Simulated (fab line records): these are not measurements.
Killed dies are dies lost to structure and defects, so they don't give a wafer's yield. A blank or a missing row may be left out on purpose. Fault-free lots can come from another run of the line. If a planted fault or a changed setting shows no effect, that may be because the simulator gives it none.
fab line records	flow sky130
[record] lots = 12	wafers = 35	last-day = 50
route steps=708 shown POLY_GATE@228 LDD_P@262 PAD_OPEN@708
lots untouched by any fault: they come from a run of this same line in which no faults occurred
start-h: the number of hours between the record's first day and the start of the first shown wafer of the lot	wait-h: hours elapsed since this lot's preceding step	" identical to the entry in the row above	L1.1+2: several wafers, shown together as one row	- no value present, or no start provided	* or withheld: withheld	< > ~ a bound
route shown NAME@n: a module of which the file shows steps, and the number in the route of the first	usual: mean/standard deviation of fault-free wafers	same: alike in all rows	chamber/n: place in a boat	sites: each site's reading	_std_site: standard deviation across them	_edge_site: the outer-site mean with the inner-site mean subtracted	radius-mm: for every site, how far away it sits from the centre of the wafer	mask NAME#n: copy n	behind: the last tool/chamber to shape the wafer	hold: why the lot went on hold/how many hours it stayed there/how the hold came to an end	device: which transistor (n, p or np) failed to switch	end of line: at the end of the route, the tests of the same wafers	step lacking rows: just its recipe	killed: dies that structure and defects cost at the first sort, which is not the same as the wafer's yield	map: the dies of a wafer, with x for killed, . for not killed, _ for no die there
set.NAME: setting as actually run; set.NAME@STEP: the setting as run at that earlier step	model.NAME: the simulator's own value behind a step, which no gauge read
steps of the route over a sample of lots; a table a step, a row a wafer
services: from which hour (start-h, from the record's first day; less than 0 if before it) a tool's chamber was out of use, for how many hours, and why
[[steps]]
[step SKY_POLY_GATE_OVL_MEAS_14]
[usual] POLY_GATE_OVL = -4/5.7
lot.wafer	tool	chamber	start-h	wait-h	POLY_GATE_OVL[nm]
L950.1	overlay-02	-	370.84	0.1	-8
L950.2	"	-	"	"	-9
L950.5	"	-	"	"	-10
L952.3	overlay-01	-	384.20	0.1	5
L952.5	"	-	"	"	-3
L952.6	"	-	"	"	1
L954.1	overlay-01	-	409.63	0.1	-6
L954.2	"	-	"	"	-3
L954.5	"	-	"	"	-1
L958.1	overlay-02	-	434.28	0.1	-7
L958.3	"	-	"	"	-7
L958.4	"	-	"	"	-1
L959.1	overlay-02	-	447.84	0.1	1
L959.4	"	-	"	"	3
L959.6	"	-	"	"	1
L960.4	overlay-01	-	463.86	0.1	-9
L960.5	"	-	"	"	-8
L960.6	"	-	"	"	-10
L961.3	overlay-01	-	480.40	0.1	-5
L961.4	"	-	"	"	-16
L961.5	"	-	"	"	-10
L963.2	overlay-02	-	493.99	0.1	-3
L963.3	"	-	"	"	-9
L970.2	overlay-01	-	549.09	0.1	-3
L970.4	"	-	"	"	0
L970.6	"	-	"	"	-4
L971.1	overlay-01	-	574.04	0.1	7
L971.3	"	-	"	"	6
L971.6	"	-	"	"	9
L973.1	overlay-02	-	574.13	0.1	3
L973.4	"	-	"	"	11
L973.5	"	-	"	"	1
L972.1	overlay-02	-	575.08	0.1	-3
L972.2	"	-	"	"	-3
L972.4	"	-	"	"	-9
[step SKY_POLY_GATE_ETCH_17]
[recipe] target-depth-nm = 180	stop-on = SiO2	over-etch-frac = 0.56667	chemistry = HBr/Cl2	target = poly-Si	icp-w = 400	bias-w = 100	pressure-mtorr = 10	HBr_flow_sccm = 150	Cl2_flow_sccm = 50	time-s = 70.5
[usual] drypump-motor-current-A = 6.1/0.44	oes-product-au = 0.984/0.0086	over-etch-frac = 0.56667/0	throttle-valve-pct = 33.683/0.0086
lot.wafer	tool	chamber	start-h	wait-h	drypump-motor-current-A	oes-product-au	over-etch-frac	rf-hours-counter-h	throttle-valve-pct
L950.1	rie-si-02	0	371.06	0.0	5.5	0.984	0.56667	27	33.675
L950.2	"	3	"	"	6.0	0.983	0.56667	3	33.686
L950.5	"	1	"	"	5.7	0.974	0.56667	-	33.692
L952.3	rie-si-01	1	384.41	0.0	6.6	0.986	0.56667	3	33.672
L952.5	"	3	"	"	6.2	0.982	0.56667	-	33.688
L952.6	"	2	"	"	6.6	0.978	0.56667	-	33.682
L954.1	rie-si-02	0	409.85	0.0	5.6	0.980	0.56667	27	33.682
L954.2	"	3	"	"	6.0	0.983	0.56667	4	33.677
L954.5	"	3	"	"	6.0	0.980	0.56667	-	33.681
L958.1	rie-si-02	3	434.50	0.0	6.0	0.987	0.56667	4	33.674
L958.3	"	2	"	"	6.8	0.995	0.56667	1	33.682
L958.4	"	1	"	"	5.7	0.984	0.56667	21	33.670
L959.1	rie-si-02	0	448.06	0.0	5.5	0.980	0.56667	27	33.684
L959.4	"	3	"	"	6.0	0.994	0.56667	4	33.675
L959.6	"	1	"	"	5.7	0.984	0.56667	-	33.666
L960.4	rie-si-02	2	464.06	0.0	6.8	0.794	1.1778	1	33.679
L960.5	"	3	"	"	6.0	0.975	0.56667	-	33.696
L960.6	"	0	"	"	5.6	0.989	0.56667	-	33.678
L961.3	rie-si-02	2	480.61	0.0	6.8	0.791	1.1778	1	33.688
L961.4	"	3	"	"	6.0	0.783	1.1778	4	33.684
L961.5	"	0	"	"	5.6	0.984	0.56667	-	33.668
L963.2	rie-si-02	2	494.21	0.0	6.8	0.981	0.56667	1	33.687
L963.3	"	1	"	"	5.7	0.786	1.1778	21	33.683
L970.2	rie-si-01	1	549.30	0.0	6.6	0.978	0.56667	4	33.684
L970.4	"	2	"	"	6.6	0.993	0.56667	3	33.682
L970.6	"	0	"	"	5.7	0.975	0.56667	-	33.701
L971.1	rie-si-02	1	574.26	0.0	5.7	0.986	0.56667	21	33.693
L971.3	"	2	"	"	6.8	0.998	0.56667	1	33.674
L971.6	"	1	"	"	5.8	0.977	0.56667	-	33.680
L973.1	rie-si-01	0	574.35	0.0	5.7	0.978	0.56667	19	33.682
L973.4	"	2	"	"	6.6	0.987	0.56667	3	33.666
L973.5	"	0	"	"	5.7	0.991	0.56667	-	33.688
L972.1	rie-si-02	1	575.30	0.0	5.7	0.974	0.56667	21	33.686
L972.2	"	2	"	"	6.9	0.987	0.56667	1	33.680
L972.4	"	3	"	"	6.0	0.987	0.56667	4	33.670
[step SKY_POLY_GATE_STRIP_18]
[recipe] chemistry = O2/N2	power-w = 1400	pressure-mtorr = 1500	platen-temp-c = withheld	o2-flow-sccm = 3000	n2-flow-sccm = 300	overash-fraction = 0.5
[usual] drypump-motor-current-A = 5.4/0.35	oes-product-au = 0.361/0.0051	strip-time-to-endpoint-s = 3.16/0.043
lot.wafer	tool	chamber	start-h	wait-h	drypump-motor-current-A	oes-product-au	rf-hours-counter-h	strip-time-to-endpoint-s
L950.1	plasma-asher-02	0	371.11	0.0	5.7	0.364	53	3.16
L950.2	"	1	"	"	5.8	0.347	53	3.20
L950.5	"	1	"	"	5.8	0.370	-	3.26
L952.3	plasma-asher-01	1	384.50	0.1	5.4	0.361	-	3.14
L952.5	"	0	"	"	5.1	0.354	-	3.15
L952.6	"	1	"	"	5.5	0.354	-	3.15
L954.1	plasma-asher-03	1	409.91	0.0	4.8	0.361	28	3.20
L954.2	"	0	"	"	5.3	0.356	28	3.19
L954.5	"	0	"	"	5.3	0.360	-	3.15
L958.1	plasma-asher-01	1	434.56	0.0	5.4	0.358	75	3.13
L958.3	"	1	"	"	5.5	0.361	-	3.15
L958.4	"	0	"	"	5.1	0.355	-	3.14
L959.1	plasma-asher-01	1	448.11	0.0	5.4	0.361	76	3.19
L959.4	"	1	"	"	5.4	0.353	-	3.17
L959.6	"	0	"	"	5.1	0.359	-	3.14
L960.4	plasma-asher-02	1	464.14	0.1	5.8	0.345	-	2.73
L960.5	"	0	"	"	5.7	0.353	-	3.12
L960.6	"	1	"	"	5.8	0.351	-	3.18
L961.3	plasma-asher-02	1	480.70	0.1	5.8	0.346	-	2.74
L961.4	"	0	"	"	5.7	0.349	-	2.71
L961.5	"	1	"	"	5.8	0.358	-	3.18
L963.2	plasma-asher-03	0	494.26	0.0	5.3	0.363	37	3.25
L963.3	"	1	"	"	4.9	0.351	-	2.80
L970.2	plasma-asher-03	1	549.36	0.0	4.9	0.362	42	3.18
L970.4	"	0	"	"	5.3	0.362	-	3.12
L970.6	"	0	"	"	5.2	0.355	-	3.17
L971.1	plasma-asher-03	0	574.31	0.0	5.3	0.361	45	3.10
L971.3	"	0	"	"	5.3	0.362	-	3.08
L971.6	"	1	"	"	4.9	0.365	-	3.13
L973.1	plasma-asher-02	0	574.41	0.0	5.7	0.361	75	3.15
L973.4	"	1	"	"	5.8	0.352	-	3.18
L973.5	"	0	"	"	5.7	0.370	-	3.16
L972.1	plasma-asher-02	0	575.36	0.0	5.7	0.359	75	3.12
L972.2	"	1	"	"	5.8	0.352	75	3.10
L972.4	"	0	"	"	5.7	0.359	-	3.12
[step SKY_POLY_GATE_THK_MEAS_21]
[recipe] reads = SiO2_of_POLY_GATE_OXIDATION_20
[usual] POLY_GATE_OXIDATION_THK = 3.96/0.082
lot.wafer	tool	chamber	start-h	wait-h	POLY_GATE_OXIDATION_THK[nm]
L950.1	film-metro-01	-	373.14	0.0	3.95
L950.2	"	-	"	"	3.95
L950.5	"	-	"	"	3.94
L952.3	film-metro-01	-	385.93	0.0	4.01
L952.5	"	-	"	"	3.98
L952.6	"	-	"	"	4.03
L954.1	film-metro-04	-	411.47	0.0	4.09
L954.2	"	-	"	"	4.07
L954.5	"	-	"	"	4.08
L958.1	film-metro-04	-	436.72	0.0	3.99
L958.3	"	-	"	"	3.99
L958.4	"	-	"	"	3.95
L959.1	film-metro-01	-	451.45	0.0	3.93
L959.4	"	-	"	"	3.98
L959.6	"	-	"	"	3.90
L960.4	film-metro-01	-	465.93	0.0	4.04
L960.5	"	-	"	"	3.99
L960.6	"	-	"	"	4.09
L961.3	film-metro-02	-	482.09	0.0	3.87
L961.4	"	-	"	"	3.89
L961.5	"	-	"	"	3.94
L963.2	film-metro-02	-	495.68	0.0	3.89
L963.3	"	-	"	"	3.82
L970.2	film-metro-01	-	550.95	0.0	4.03
L970.4	"	-	"	"	4.00
L970.6	"	-	"	"	4.05
L971.1	film-metro-02	-	576.55	0.0	3.94
L971.3	"	-	"	"	4.03
L971.6	"	-	"	"	4.01
L973.1	film-metro-01	-	576.55	0.0	3.89
L973.4	"	-	"	"	3.90
L973.5	"	-	"	"	3.86
L972.1	film-metro-04	-	576.76	0.0	3.95
L972.2	"	-	"	"	3.89
L972.4	"	-	"	"	3.92
[step SKY_LDD_P_CD_MEAS_07]
[recipe] target-cd-nm = 380
[usual] cd-nm = 379.9/2.3
lot.wafer	tool	chamber	start-h	wait-h	cd-nm
L950.1	cd-sem-01	-	432.83	0.1	378.3
L950.2	"	-	"	"	376.9
L950.5	"	-	"	"	377.4
L952.3	cd-sem-02	-	446.46	0.1	376.6
L952.5	"	-	"	"	377.2
L952.6	"	-	"	"	379.9
L954.1	cd-sem-01	-	474.06	0.1	380.4
L954.2	"	-	"	"	379.3
L954.5	"	-	"	"	380.9
L958.1	cd-sem-01	-	498.83	0.1	379.2
L958.3	"	-	"	"	378.6
L958.4	"	-	"	"	378.0
L959.1	cd-sem-02	-	513.32	0.1	377.8
L959.4	"	-	"	"	381.4
L959.6	"	-	"	"	379.7
L960.4	cd-sem-02	-	527.99	0.1	378.3
L960.5	"	-	"	"	380.4
L960.6	"	-	"	"	378.8
L961.3	cd-sem-01	-	544.15	0.1	384.3
L961.4	"	-	"	"	382.0
L961.5	"	-	"	"	382.8
L963.2	cd-sem-01	-	556.65	0.1	378.7
L963.3	"	-	"	"	379.3
L970.2	cd-sem-01	-	610.85	0.2	380.4
L970.4	"	-	"	"	379.5
L970.6	"	-	"	"	380.2
L973.1	cd-sem-02	-	635.21	0.1	380.2
L973.4	"	-	"	"	379.1
L973.5	"	-	"	"	383.9
L971.1	cd-sem-01	-	636.11	0.1	376.7
L971.3	"	-	"	"	377.2
L971.6	"	-	"	"	377.1
L972.1	cd-sem-02	-	636.48	0.1	381.5
L972.2	"	-	"	"	382.6
L972.4	"	-	"	"	380.8
[step SKY_PAD_OPEN_PROBE_99]
[usual] killed_at_M0_to_M3 = 44/6.5	killed_at_M4_up = 3.3/1.7	killed-at-contacts = 25/5.3	killed-at-front-end = 15/5	killed-at-other = 0.2/0.47	killed-dies = 87/9.9	killed-open = 47/8	killed-short = 39/6.1
[same] gross-dies = 492	killed-at-back-side = 0
lot.wafer	tool	chamber	start-h	wait-h	killed_at_M0_to_M3	killed_at_M4_up	killed-at-contacts	killed-at-front-end	killed-at-other	killed-dies	killed-open	killed-short
L963.2	prober-02	-	1154.28	0.1	46	1	26	23	0	96	58	38
L963.3	prober-02	-	1154.33	0.2	39	1	23	9	0	72	32	40
// killed by level:class
L963.2 CONTACT:geometric-particle:open=13 VIA3:geometric-particle:open=10 VIA1:geometric-particle:open=9 FIELD_ISO:geometric-particle:open=7 FIELD_ISO:geometric-particle:short=6 METAL1:geometric-particle:short=5 SPACER:geometric-particle:open=4 LI_CONTACT:geometric-particle:short=4
L963.3 CONTACT:geometric-particle:open=10 METAL2:geometric-particle:short=7 VIA3:geometric-particle:open=7 METAL3:geometric-particle:short=6 METAL1:geometric-particle:short=5 LI_CONTACT:geometric-particle:open=4 VIA1:geometric-particle:open=4 VIA3:geometric-particle:short=4
[[services]]
tool	chamber	start-h	hours	kind
plasma-asher-01	-	385.87	9.0	repair
rie-si-01	1	401.17	19.9	repair
plasma-asher-03	-	512.74	3.2	repair
plasma-asher-01	-	559.89	14.6	pm
[[key]]
[first-sign] step = SKY_POLY_GATE_ETCH_17	reading = over-etch-frac	direction = up	sigmas = 99+	usual = 0.56667	struck = 1.1778
[effect] step = SKY_POLY_GATE_ETCH_17	reading = oes-product-au	direction = down	sigmas = 23	usual = 0.984	struck = 0.789
[effect] step = SKY_POLY_GATE_STRIP_18	reading = strip-time-to-endpoint-s	direction = down	sigmas = 9.7	usual = *	struck = *
met-at SKY_POLY_GATE_ETCH_17
struck-lots L960,L961,L963
struck-wafers L960.4,L961.3,L961.4,L963.3
tester-left-out L960,L961,L963
not-acting-at SKY_POLY_GATE_OVL_MEAS_14,SKY_POLY_GATE_THK_MEAS_21,SKY_LDD_P_CD_MEAS_07
onset-between 448.06 464.06
[fault] kind = process-parameter-drift	tool = rie-si-02	chamber = -	onset-h = 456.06	steps = SKY_POLY_GATE_ETCH_17	channel = over-etch-frac	offset = 0.61117	shape = step	end-h = 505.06	scope = struck-wafers-only	stated = 0.56667
// tester-left-out: of these lots the tester's yield and bins aren't shown, on N5 and GAA mostly nor the transistor test; their killed dies are dies lost to structure and defects alone, not to doping, threshold or leakage, so they don't give the yield
